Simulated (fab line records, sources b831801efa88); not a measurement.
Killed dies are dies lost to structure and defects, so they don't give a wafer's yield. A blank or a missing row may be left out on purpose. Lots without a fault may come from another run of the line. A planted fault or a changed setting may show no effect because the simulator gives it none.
Tool commonality check | flow gf180mcu | 12 lots, 36 wafers sampled

WHY IT WAS OPENED
At GF_HV_LDD_CD_MEAS_19 the reading cd_nm is flagged on 2 of 12 lots. Wafers without a fault read 399.8 nm, standard deviation 2.2.
Rule: a lot is flagged when every wafer of it that has a number lies more than 4 standard deviations from that mean, or none has a number. The other lots count as sound.

lot  | measured     | on        | cd_nm (nm), wafer by wafer | flag
L592 | day 10 20:38 | cd_sem-02 | 399.2 398.3 397.9          |
L593 | day 11 03:16 | cd_sem-01 | 402.1 400.4 400.1          |
L594 | day 11 10:42 | cd_sem-02 | 400.4 399.8 401.5          |
L595 | day 11 18:10 | cd_sem-01 | 401.5 399.4 401.8          |
L596 | day 12 00:10 | cd_sem-01 | 397.5 395.2 398.6          |
L597 | day 12 18:22 | cd_sem-01 | 399.9 398.1 396.7          |
L598 | day 12 18:37 | cd_sem-01 | 401.1 401.1 400.0          |
L599 | day 12 18:45 | cd_sem-01 | 399.3 399.1 398.6          |
L600 | day 13 15:49 | cd_sem-01 | 403.9 403.8 404.6          |
L603 | day 14 04:17 | cd_sem-01 | 379.8 382.9 381.8          | FLAGGED
L607 | day 15 16:12 | cd_sem-02 | 379.0 378.9 378.5          | FLAGGED
L612 | day 17 09:55 | cd_sem-02 | 400.1 399.0 399.0          |
The numbers of the flagged lots are 380.1 nm on average: -19.7 nm against the usual, or -9 standard deviations.

WHICH TOOL RAN EACH LOT
The record holds 1 process step before the reading, out of a route of 602 steps. In each cell: the tool, then ch and the chambers that the sampled wafers went through, then the start.
lot  | flag    | GF_HV_LDD_EXPOSE_16
L592 |         | iline_stepper-01 ch 0, day 10 11:56
L593 |         | iline_stepper-01 ch 0, day 10 17:43
L594 |         | iline_stepper-01 ch 0, day 11 02:15
L595 |         | iline_stepper-01 ch 0, day 11 09:06
L596 |         | iline_stepper-01 ch 0, day 11 15:07
L597 |         | iline_stepper-02 ch 0, day 12 10:40
L598 |         | iline_stepper-02 ch 0, day 12 10:53
L599 |         | iline_stepper-02 ch 0, day 12 11:02
L600 |         | iline_stepper-01 ch 0, day 13 06:12
L603 | FLAGGED | iline_stepper-02 ch 0, day 13 17:44
L607 | FLAGGED | iline_stepper-02 ch 0, day 15 05:53
L612 |         | iline_stepper-01 ch 0, day 16 22:08
What these steps do:
- GF_HV_LDD_EXPOSE_16: exposes mask Pplus LV AREA, target cd 400 nm.
- GF_HV_LDD_CD_MEAS_19: target cd 400 nm.

FLAGGED OVER TOTAL, TOOL BY TOOL (the gauges that took the reading come last)
step                 | tool             | lots run | flagged | share of the flagged lots | sound lots run after its first flagged lot
GF_HV_LDD_EXPOSE_16  | iline_stepper-01 | 7        | 0       | none                      | -
GF_HV_LDD_EXPOSE_16  | iline_stepper-02 | 5        | 2       | all                       | 0
GF_HV_LDD_CD_MEAS_19 | cd_sem-01        | 8        | 1       | some                      | 0
GF_HV_LDD_CD_MEAS_19 | cd_sem-02        | 4        | 1       | some                      | 1 (L612)

WHAT THE TABLE ALLOWS
1 row of the table ran every flagged lot: iline_stepper-02 at GF_HV_LDD_EXPOSE_16.
- iline_stepper-02 at GF_HV_LDD_EXPOSE_16: 2 of its 5 lots flagged. Its last sound lot is L599 (day 12 11:02), its first flagged lot L603 (day 13 17:44): a fault that began between those two fits. Its own readings lie more than 4 standard deviations out on every wafer of the flagged lots: exposure_dose_mJ_cm2.
One tool is left: iline_stepper-02 at GF_HV_LDD_EXPOSE_16.

WHAT THE SIMULATOR HAD PUT IN
Process parameter drift: iline_stepper-02, from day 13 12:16 on, at GF_HV_LDD_EXPOSE_16. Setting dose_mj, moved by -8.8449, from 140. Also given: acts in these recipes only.
Lots struck among those shown: L603, L607. The rule above found the same.
